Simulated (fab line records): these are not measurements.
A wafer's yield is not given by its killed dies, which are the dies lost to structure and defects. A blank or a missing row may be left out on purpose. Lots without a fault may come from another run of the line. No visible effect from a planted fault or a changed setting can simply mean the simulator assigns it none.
fab line records	flow sky130	part 1 of 2: steps 1 to 25 of 34
[record] lots = 5	wafers = 15	lastDay = 50
route steps=708 shown METAL1@449 VIA1@458
lots that met no fault: from a run of the same line without faults
startH: hours from the record's opening day to when the first of the lot's shown wafers began	waitH: time in hours since the lot's previous step	" same as the row above	L1.1+2: a single row standing in for several wafers	- no value, or no start was given	* or withheld: withheld	< > ~ a bound
route shown NAME@n: names a module that has steps shown in the file, with the first one's number in the route	usual: mean and standard deviation over wafers with no fault	same: alike in all rows	chamber/n: place in a boat	sites: per-site readings	_std_site: standard deviation of those values	_edge_site: mean of outer sites minus mean of inner sites	radiusMm: for every site, how far away it sits from the centre of the wafer	mask NAME#n: copy n	behind: tool/chamber where the wafer was last shaped	hold: reason for holding the lot/hours on hold/outcome of the hold	device: the transistor (n, p or np) that didn't switch	end of line: tests of these same wafers at the route's end	step lacking rows: just its recipe	killed: dies that structure and defects cost at the first sort, which is not the same as the wafer's yield	map: the dies of a wafer, with x for killed, . for not killed, _ for no die there
set.NAME: the run value of the setting; set.NAME@STEP: its run value at that earlier step	model.NAME: the simulator's own value behind a step, which no gauge read
certain route steps with their lots: each step a table, each wafer a row
services: when a tool's chamber went out of use (startH, in hours from the record's first day, below 0 if earlier), for how many hours, and the reason
[[steps]]
[step SKY_METAL1_CD_MEAS_15]
[recipe] targetCdNm = 140
[usual] cdNm = 139.4/1.2
lot.wafer	tool	chamber	startH	waitH	cdNm
L075.3	cdSem-01	-	766.33	-	140.6
L075.4	"	-	"	"	138.9
L075.6	"	-	"	"	140.2
L082.1	cdSem-01	-	835.93	-	139.0
L082.2	"	-	"	"	139.4
L082.5	"	-	"	"	139.6
L083.2	cdSem-01	-	837.51	-	138.8
L083.3	"	-	"	"	138.6
L083.6	"	-	"	"	139.0
L093.2	cdSem-02	-	910.63	-	138.8
L093.4	"	-	"	"	140.3
L093.5	"	-	"	"	139.8
L097.1	cdSem-02	-	933.83	-	138.2
L097.4	"	-	"	"	138.8
L097.6	"	-	"	"	139.6
[step SKY_METAL1_OVL_MEAS_16]
[usual] METAL1_OVL = -4/5.7
lot.wafer	tool	chamber	startH	waitH	METAL1_OVL[nm]
L075.3	overlay-02	-	766.42	0.1	-13
L075.4	"	-	"	"	-1
L075.6	"	-	"	"	-6
L082.1	overlay-02	-	836.05	0.1	-10
L082.2	"	-	"	"	2
L082.5	"	-	"	"	2
L083.2	overlay-02	-	837.62	0.1	-9
L083.3	"	-	"	"	-15
L083.6	"	-	"	"	-19
L093.2	overlay-02	-	910.74	0.1	-3
L093.4	"	-	"	"	-5
L093.5	"	-	"	"	-1
L097.1	overlay-01	-	933.95	0.1	-8
L097.4	"	-	"	"	-15
L097.6	"	-	"	"	-11
[step SKY_METAL1_DESCUM_17]
[recipe] chemistry = O2	sourcePowerW = 150	biasPowerW = 0	pressureMtorr = 10	tempC = 40	timeS = 8
[usual] drypumpMotorCurrentA = 6.0/0.37	oesProductAu = 0.997/0.01
lot.wafer	tool	chamber	startH	waitH	drypumpMotorCurrentA	oesProductAu	rfHoursCounterH
L075.3	rieMetal-01	1	766.46	0.0	6.6	1.017	-
L075.4	"	0	"	"	5.4	0.995	-
L075.6	"	1	"	"	6.6	1.010	-
L082.1	rieMetal-04	0	836.08	0.0	6.1	0.991	8
L082.2	"	1	"	"	6.2	0.974	5
L082.5	"	0	"	"	6.1	0.985	-
L083.2	rieMetal-02	0	837.65	0.0	6.0	0.985	15
L083.3	"	0	"	"	6.1	0.992	-
L083.6	"	0	"	"	6.1	0.992	-
L093.2	rieMetal-02	0	910.77	0.0	6.1	1.000	18
L093.4	"	1	"	"	5.6	1.014	-
L093.5	"	1	"	"	5.6	1.003	-
L097.1	rieMetal-02	1	933.98	0.0	5.6	0.997	11
L097.4	"	0	"	"	6.1	0.989	-
L097.6	"	1	"	"	5.6	1.000	-
[step SKY_METAL1_ETCH_18]
[recipe] chemistry = N2/H2	target = BARC	ionEnergyEv = 203.9	biasW = 100	pressureMtorr = 30	n2FlowSccm = 100	h2FlowSccm = 200	icpW = 500	stopOn = SiO2	timeS = 45.9	targetDepthA = 600
[usual] drypumpMotorCurrentA = 6.0/0.37	h2FlowSccm = 200.0/0.59	oesProductAu = 0.854/0.0044	throttleValvePct = 13.223/0.009
lot.wafer	tool	chamber	startH	waitH	drypumpMotorCurrentA	h2FlowSccm	oesProductAu	rfHoursCounterH	throttleValvePct
L075.3	rieMetal-01	1	766.50	0.0	6.6	199.8	0.850	-	13.223
L075.4	"	0	"	"	5.5	199.5	0.856	-	13.221
L075.6	"	1	"	"	6.6	200.2	0.857	-	13.219
L082.1	rieMetal-04	0	836.12	0.0	6.1	199.6	0.852	8	13.222
L082.2	"	1	"	"	6.2	200.7	0.857	5	13.221
L082.5	"	0	"	"	6.1	199.7	0.850	-	13.254
L083.2	rieMetal-02	0	837.68	0.0	6.2	199.8	0.852	15	13.222
L083.3	"	0	"	"	6.1	199.1	0.855	-	13.228
L083.6	"	0	"	"	6.1	199.5	0.855	-	13.217
L093.2	rieMetal-02	0	910.80	0.0	6.1	199.2	0.848	18	13.236
L093.4	"	1	"	"	5.7	200.1	0.847	-	13.214
L093.5	"	1	"	"	5.7	201.0	0.853	-	13.227
L097.1	rieMetal-02	1	934.01	0.0	5.6	199.9	0.866	11	13.227
L097.4	"	0	"	"	6.2	199.6	0.847	-	13.224
L097.6	"	1	"	"	5.7	200.7	0.848	-	13.221
[step SKY_METAL1_METAL_ETCH_19]
[recipe] targetDepthA = 3600	stopOn = SiO2	overEtchFrac = 0.3	timeS = 78	chemistry = Cl2/BCl3	resistSidewallDeg = 88	pressureMtorr = 10	icpW = 900	biasW = 48.5	Cl2_flow_sccm = 60	bcl3FlowSccm = 30
[usual] drypumpMotorCurrentA = 6.0/0.37	oesProductAu = 0.854/0.0057	throttleValvePct = 22.263/0.0074
lot.wafer	tool	chamber	startH	waitH	drypumpMotorCurrentA	oesProductAu	rfHoursCounterH	throttleValvePct
L075.3	rieMetal-01	1	766.57	0.1	6.6	0.852	-	22.259
L075.4	"	0	"	"	5.4	0.851	-	22.274
L075.6	"	1	"	"	6.6	0.861	-	22.264
L082.1	rieMetal-04	0	836.21	0.1	6.1	0.852	8	22.258
L082.2	"	1	"	"	6.2	0.860	5	22.249
L082.5	"	0	"	"	6.1	0.850	-	22.278
L083.2	rieMetal-02	0	837.74	0.0	6.1	0.849	15	22.263
L083.3	"	0	"	"	6.1	0.855	-	22.266
L083.6	"	0	"	"	6.1	0.861	-	22.273
L093.2	rieMetal-02	0	910.86	0.0	6.1	0.851	18	22.263
L093.4	"	1	"	"	5.7	0.859	-	22.258
L093.5	"	1	"	"	5.7	0.860	-	22.266
L097.1	rieMetal-02	1	934.08	0.0	5.6	0.859	11	22.257
L097.4	"	0	"	"	6.2	0.865	-	22.257
L097.6	"	1	"	"	5.7	0.851	-	22.269
[step SKY_METAL1_STRIP_20]
[recipe] chemistry = O2/N2	powerW = 1400	pressureMtorr = 1500	platenTempC = withheld	o2FlowSccm = 3000	n2FlowSccm = 300	overashFraction = 0.5
[usual] drypumpMotorCurrentA = 5.7/0.71	oesProductAu = 0.343/0.005	stripTimeToEndpointS = 2.71/0.043
[same] overashFraction = 0.5
lot.wafer	tool	chamber	startH	waitH	drypumpMotorCurrentA	oesProductAu	rfHoursCounterH	stripTimeToEndpointS
L075.3	plasmaAsher-02	0	766.67	0.1	6.1	0.343	-	2.64
L075.4	"	1	"	"	4.8	0.347	-	2.75
L075.6	"	1	"	"	4.8	0.337	-	2.65
L082.1	plasmaAsher-04	0	836.33	0.1	6.4	0.341	92	2.74
L082.2	"	1	"	"	6.2	0.339	92	2.77
L082.5	"	1	"	"	6.2	0.351	-	2.71
L083.2	plasmaAsher-02	0	837.83	0.1	6.1	0.346	9	2.72
L083.3	"	0	"	"	6.1	0.340	-	2.74
L083.6	"	0	"	"	6.1	0.338	-	2.69
L093.2	plasmaAsher-02	0	910.95	0.1	6.1	0.349	16	2.71
L093.4	"	1	"	"	4.8	0.346	-	2.67
L093.5	"	0	"	"	6.1	0.351	-	2.67
L097.1	plasmaAsher-02	1	934.17	0.1	4.8	0.344	19	2.70
L097.4	"	0	"	"	6.1	0.335	-	2.74
L097.6	"	0	"	"	6.1	0.348	-	2.76
[step SKY_METAL1_STRIP_21]
[recipe] chemistry = postEtchResidueRemover	timeS = 1200	tempC = 72.5
[usual] bathHeatDutyPct = 14.1/1.3
lot.wafer	tool	chamber	startH	waitH	bathHeatDutyPct
L075.3	wetBench-01	0	766.73	0.0	14.1
L075.4	"	0	"	"	15.6
L075.6	"	0	"	"	15.2
L082.1	wetBench-03	3	836.43	0.1	13.5
L082.2	"	3	"	"	13.4
L082.5	"	3	"	"	13.6
L083.2	wetBench-01	1	837.93	0.1	13.1
L083.3	"	1	"	"	13.2
L083.6	"	1	"	"	14.6
L093.2	wetBench-03	3	911.05	0.1	14.2
L093.4	"	3	"	"	13.7
L093.5	"	3	"	"	14.2
L097.1	wetBench-02	3	934.27	0.1	13.3
L097.4	"	3	"	"	13.1
L097.6	"	3	"	"	13.5
[step SKY_METAL1_CLEAN_22]
[recipe] chemistry = IPA	timeS = 180	tempC = 25
[usual] bathHeatDutyPct = 6.2/0.72
lot.wafer	tool	chamber	startH	waitH	bathHeatDutyPct
L075.3	wetBench-02	1	767.08	0.0	6.7
L075.4	"	1	"	"	6.2
L075.6	"	1	"	"	6.4
L082.1	wetBench-01	1	836.77	0.0	6.1
L082.2	"	1	"	"	5.2
L082.5	"	1	"	"	6.0
L083.2	wetBench-02	2	838.28	0.0	5.4
L083.3	"	2	"	"	6.4
L083.6	"	2	"	"	7.0
L093.2	wetBench-01	2	911.40	0.0	6.0
L093.4	"	2	"	"	5.1
L093.5	"	2	"	"	5.2
L097.1	wetBench-01	2	934.61	0.0	5.5
L097.4	"	2	"	"	6.3
L097.6	"	2	"	"	6.0
[step SKY_METAL1_CLEAN_23]
[recipe] chemistry = O3/DIW	dry = n2Spin
lot.wafer	tool	chamber	startH	waitH
L075.3+4+6	wetBench-03	2	767.13	0.0
L082.1+2+5	wetBench-03	2	836.83	0.0
L083.2+3+6	wetBench-03	1	838.33	0.0
L093.2+4+5	wetBench-02	3	911.51	0.0
L097.1+4+6	wetBench-03	0	934.74	0.0
[step SKY_VIA1_HDPCVD_00]
[recipe] material = SiO2	targetThkNm = 1030	sigmaOpenFrac = 0.3	timeS = 171.7	tempC = 400	sih4FlowSccm = 60	pressureMtorr = 6
[usual] susceptorTempC = 400.03/0.19
lot.wafer	tool	chamber	startH	waitH	susceptorTempC
L075.3	hdpcvd-02	1	767.23	0.0	400.11
L075.4	"	2	"	"	399.99
L075.6	"	1	"	"	399.92
L082.1	hdpcvd-02	0	836.92	0.0	400.00
L082.2	"	1	"	"	400.15
L082.5	"	0	"	"	400.19
L083.2	hdpcvd-01	0	838.43	0.0	400.19
L083.3	"	2	"	"	399.80
L083.6	"	2	"	"	400.21
L093.2	hdpcvd-02	2	911.61	0.0	400.14
L093.4	"	0	"	"	400.15
L093.5	"	2	"	"	400.12
L097.1	hdpcvd-02	2	934.84	0.0	399.73
L097.4	"	0	"	"	400.02
L097.6	"	2	"	"	399.62
[step SKY_VIA1_THK_MEAS_01]
[recipe] reads = SiO2_of_VIA1_HDPCVD_00
[usual] VIA1_HDPCVD_THK = 1035/12
lot.wafer	tool	chamber	startH	waitH	VIA1_HDPCVD_THK[nm]
L075.3	filmMetro-02	-	767.36	0.1	1049
L075.4	"	-	"	"	1055
L075.6	"	-	"	"	1048
L082.1	filmMetro-01	-	837.03	0.1	1033
L082.2	"	-	"	"	1046
L082.5	"	-	"	"	1027
L083.2	filmMetro-01	-	838.55	0.1	1043
L083.3	"	-	"	"	1040
L083.6	"	-	"	"	1036
L093.2	filmMetro-01	-	911.74	0.1	1047
L093.4	"	-	"	"	1012
L093.5	"	-	"	"	1045
L097.1	filmMetro-02	-	934.96	0.1	1050
L097.4	"	-	"	"	1029
L097.6	"	-	"	"	1048
[step SKY_VIA1_CMP_02]
[recipe] material = SiO2	downForcePsi = 4	platenRpm = 60	padVelocityMS = 0.94248
[usual] motorCurrentA = 11.9/1.2	retainingRingPressureFrac = 0.999/0.0046
lot.wafer	tool	chamber	startH	waitH	motorCurrentA	retainingRingPressureFrac
L075.3	cmp-01	0	767.45	0.1	12.8	1.002
L075.4	"	2	"	"	10.3	0.993
L075.6	"	3	"	"	11.0	1.000
L082.1	cmp-02	2	837.23	0.2	13.1	0.996
L082.2	"	3	"	"	15.1	0.997
L082.5	"	2	"	"	12.7	1.000
L083.2	cmp-02	2	838.83	0.3	12.4	0.997
L083.3	"	0	"	"	10.9	0.999
L083.6	"	1	"	"	11.7	0.996
L093.2	cmp-01	0	911.84	0.1	12.2	0.997
L093.4	"	1	"	"	11.4	1.002
L093.5	"	0	"	"	12.7	1.001
L097.4	cmp-02	2	935.26	0.3	12.5	0.996
L097.1	"	0	"	"	11.3	0.995
L097.6	"	1	"	"	12.2	0.997
[step SKY_VIA1_BOW_MEAS_03]
[recipe] mode = bow
[usual] VIA1_BOW = 81/6.9
lot.wafer	tool	chamber	startH	waitH	VIA1_BOW[um]
L075.3	filmMetro-02	-	767.74	0.2	84
L075.4	"	-	"	"	70
L075.6	"	-	"	"	97
L082.1	filmMetro-01	-	837.48	0.2	93
L082.2	"	-	"	"	63
L082.5	"	-	"	"	74
L083.2	filmMetro-04	-	839.10	0.2	87
L083.3	"	-	"	"	89
L083.6	"	-	"	"	79
L093.2	filmMetro-04	-	912.11	0.2	81
L093.4	"	-	"	"	81
L093.5	"	-	"	"	79
L097.1	filmMetro-02	-	935.51	0.1	81
L097.4	"	-	"	"	80
L097.6	"	-	"	"	86
[step SKY_VIA1_DEHYDRATE_04]
[recipe] tempC = 200	timeS = 60
lot.wafer	tool	chamber	startH	waitH
L075.3+4+6	lithoTrack-02	0	780.20	12.4
L082.1+2+5	lithoTrack-01	0	850.26	12.8
L083.2+3+6	lithoTrack-04	0	851.85	12.7
L093.2+4+5	lithoTrack-02	0	923.28	11.2
L097.1+4+6	lithoTrack-01	0	947.11	11.6
[step SKY_VIA1_HMDS_05]
[recipe] primeTimeS = 60	primeTempC = 120
lot.wafer	tool	chamber	startH	waitH
L075.3+4+6	lithoTrack-02	0	780.35	0.1
L082.1+2+5	lithoTrack-01	0	850.41	0.1
L083.2+3+6	lithoTrack-04	0	852.00	0.1
L093.2+4+5	lithoTrack-02	0	923.43	0.1
L097.1+4+6	lithoTrack-01	0	947.26	0.1
[step SKY_VIA1_COAT_06]
[recipe] resist = BARC	tempC = withheld	timeS = withheld	spinRpm = 3000	resistThkNm = 60
[usual] dispensePressureKPa = 50.8/2.6
lot.wafer	tool	chamber	startH	waitH	dispensePressureKPa
L075.3	lithoTrack-02	0	780.50	0.1	52.0
L075.4	"	0	"	"	52.0
L075.6	"	0	"	"	52.0
L082.1	lithoTrack-01	0	850.56	0.1	46.7
L082.2	"	0	"	"	46.7
L082.5	"	0	"	"	46.7
L083.2	lithoTrack-04	0	852.15	0.1	53.0
L083.3	"	0	"	"	53.0
L083.6	"	0	"	"	53.0
L093.2	lithoTrack-02	0	923.58	0.1	52.1
L093.4	"	0	"	"	52.1
L093.5	"	0	"	"	52.1
L097.1	lithoTrack-01	0	947.41	0.1	46.7
L097.4	"	0	"	"	46.7
L097.6	"	0	"	"	46.8
[step SKY_VIA1_COAT_07]
[recipe] resist = KrF-thick	spinRpm = 3049	resistThkNm = 450
[usual] dispensePressureKPa = 50.8/2.7
lot.wafer	tool	chamber	startH	waitH	dispensePressureKPa
L075.3	lithoTrack-02	0	-	-	52.1
L075.4	"	0	"	"	52.1
L075.6	"	0	"	"	52.1
L082.1	lithoTrack-01	0	-	-	46.6
L082.2	"	0	"	"	46.6
L082.5	"	0	"	"	46.6
L083.2	lithoTrack-04	0	-	-	52.9
L083.3	"	0	"	"	53.0
L083.6	"	0	"	"	53.0
L093.2	lithoTrack-02	0	-	-	52.1
L093.4	"	0	"	"	52.0
L093.5	"	0	"	"	52.0
L097.1	lithoTrack-01	0	-	-	46.7
L097.4	"	0	"	"	46.7
L097.6	"	0	"	"	46.7
[step SKY_VIA1_SOFTBAKE_08]
[recipe] tempC = 100	timeS = 90	resist = KrF-thick
lot.wafer	tool	chamber	startH	waitH
L075.3+4+6	lithoTrack-02	0	-	-
L082.1+2+5	lithoTrack-01	0	-	-
L083.2+3+6	lithoTrack-04	0	-	-
L093.2+4+5	lithoTrack-02	0	-	-
L097.1+4+6	lithoTrack-01	0	-	-
[step SKY_VIA1_EXPOSE_09]
[recipe] maskId = VIM	na = 0.8	sourceShape = annular	sigmaInner = 0.55	sigmaOuter = 0.85	targetCdNm = 150	doseMj = 38
[usual] reticleTempC = 22.98/0.13
lot.wafer	tool	chamber	startH	waitH	mask	reticleTempC
L075.3	krfScanner-01	0	-	-	VIM#0	23.11
L075.4	"	0	"	"	VIM#0	23.24
L075.6	"	0	"	"	VIM#0	23.18
L082.1	krfScanner-02	0	-	-	VIM#0	22.76
L082.2	"	0	"	"	VIM#0	22.80
L082.5	"	0	"	"	VIM#0	22.91
L083.2	krfScanner-02	0	-	-	VIM#0	23.09
L083.3	"	0	"	"	VIM#0	23.15
L083.6	"	0	"	"	VIM#0	23.18
L093.2	krfScanner-02	0	-	-	VIM#0	23.06
L093.4	"	0	"	"	VIM#0	23.13
L093.5	"	0	"	"	VIM#0	22.98
L097.1	krfScanner-02	0	-	-	VIM#0	23.19
L097.4	"	0	"	"	VIM#0	23.21
L097.6	"	0	"	"	VIM#0	23.20
[step SKY_VIA1_PEB_10]
[recipe] pebTempC = withheld	pebTimeS = withheld	resist = KrF-thick
lot.wafer	tool	chamber	startH	waitH
L075.3+4+6	lithoTrack-02	0	-	-
L082.1+2+5	lithoTrack-01	0	-	-
L083.2+3+6	lithoTrack-02	0	-	-
L093.2+4+5	lithoTrack-04	0	-	-
L097.1+4+6	lithoTrack-02	0	-	-
[step SKY_VIA1_DEVELOP_11]
[recipe] developTimeS = 60	resist = KrF-thick	devTempC = 21
lot.wafer	tool	chamber	startH	waitH
L075.3+4+6	lithoTrack-02	0	-	-
L082.1+2+5	lithoTrack-01	0	-	-
L083.2+3+6	lithoTrack-02	0	-	-
L093.2+4+5	lithoTrack-04	0	-	-
L097.1+4+6	lithoTrack-02	0	-	-
[step SKY_VIA1_CD_MEAS_12]
[recipe] targetCdNm = 150
[usual] cdNm = 150.4/1.6
lot.wafer	tool	chamber	startH	waitH	cdNm
L075.3	cdSem-02	-	794.39	-	152.6
L075.4	"	-	"	"	151.0
L075.6	"	-	"	"	150.3
L082.1	cdSem-02	-	863.76	-	150.1
L082.2	"	-	"	"	149.9
L082.5	"	-	"	"	150.5
L083.2	cdSem-02	-	865.13	-	151.7
L083.3	"	-	"	"	149.9
L083.6	"	-	"	"	151.0
L093.2	cdSem-02	-	936.75	-	153.1
L093.4	"	-	"	"	153.7
L093.5	"	-	"	"	152.7
L097.1	cdSem-01	-	959.95	-	150.9
L097.4	"	-	"	"	150.8
L097.6	"	-	"	"	151.9
[step SKY_VIA1_OVL_MEAS_13]
[usual] VIA1_OVL = 4/5.6
lot.wafer	tool	chamber	startH	waitH	VIA1_OVL[nm]
L075.3	overlay-02	-	794.49	0.1	1
L075.4	"	-	"	"	5
L075.6	"	-	"	"	0
L082.1	overlay-01	-	863.88	0.1	-1
L082.2	"	-	"	"	4
L082.5	"	-	"	"	-2
L083.2	overlay-01	-	865.24	0.1	11
L083.3	"	-	"	"	-5
L083.6	"	-	"	"	10
L093.2	overlay-01	-	936.85	0.1	0
L093.4	"	-	"	"	3
L093.5	"	-	"	"	-1
L097.1	overlay-01	-	960.07	0.1	16
L097.4	"	-	"	"	9
L097.6	"	-	"	"	9
[step SKY_VIA1_ETCH_14]
[recipe] chemistry = N2/H2	target = BARC	ionEnergyEv = 200	sourceW = 500	biasW = 100	pressureMtorr = 30	n2FlowSccm = 100	h2FlowSccm = 200	stopOn = SiO2	timeS = 45.9	targetDepthA = 600
[usual] drypumpMotorCurrentA = 5.4/0.39	h2FlowSccm = 199.9/0.56	oesProductAu = 0.855/0.0046	throttleValvePct = 13.223/0.0078
lot.wafer	tool	chamber	startH	waitH	drypumpMotorCurrentA	h2FlowSccm	oesProductAu	rfHoursCounterH	throttleValvePct
L075.3	rieDiel-04	1	794.51	0.0	5.6	200.4	0.856	4	13.230
L075.4	"	0	"	"	4.9	200.8	0.857	12	13.209
L075.6	"	3	"	"	5.0	199.2	0.851	-	13.218
L082.1	rieDiel-02	1	863.92	0.0	5.9	200.2	0.854	19	13.222
L082.2	"	3	"	"	5.2	199.8	0.852	1	13.214
L082.5	"	3	"	"	5.2	199.4	0.860	-	13.217
L083.2	rieDiel-04	2	865.27	0.0	5.7	200.5	0.858	7	13.229
L083.3	"	1	"	"	5.6	199.9	0.857	8	13.216
L083.6	"	0	"	"	4.9	198.7	0.852	-	13.216
L093.2	rieDiel-04	2	936.88	0.0	5.7	199.7	0.862	10	13.233
L093.4	"	3	"	"	5.0	200.8	0.853	5	13.229
L093.5	"	2	"	"	5.7	200.5	0.849	-	13.234
L097.1	rieDiel-02	0	960.11	0.0	5.3	200.0	0.854	3	13.234
L097.4	"	2	"	"	5.3	199.7	0.861	7	13.230
L097.6	"	0	"	"	5.3	199.3	0.856	-	13.224
[step SKY_VIA1_ETCH_15]
[recipe] target = SiO2	chemistry = C4F8/O2/Ar	targetDepthNm = 351	stopOn = TiN	maskMaterial = KrF-thick	sourceW = 1500	biasW = 1200	pressureMtorr = 40	c4f8FlowSccm = withheld	O2_flow_sccm = 6	Ar_flow_sccm = 300	timeS = 54
[usual] oesProductAu = 0.978/0.0079
lot.wafer	tool	chamber	startH	waitH	oesProductAu	rfHoursCounterH
L075.3	rieDiel-04	1	794.55	0.0	0.981	4
L075.4	"	0	"	"	0.971	12
L075.6	"	3	"	"	0.984	-
L082.1	rieDiel-02	1	863.96	0.0	0.985	19
L082.2	"	3	"	"	0.980	1
L082.5	"	3	"	"	0.979	-
L083.2	rieDiel-04	2	865.31	0.0	0.980	7
L083.3	"	1	"	"	0.990	8
L083.6	"	0	"	"	0.976	-
L093.2	rieDiel-04	2	936.92	0.0	0.971	10
L093.4	"	3	"	"	0.977	5
L093.5	"	2	"	"	0.985	-
L097.1	rieDiel-02	0	960.15	0.0	0.952	3
L097.4	"	2	"	"	0.975	7
L097.6	"	0	"	"	0.956	-
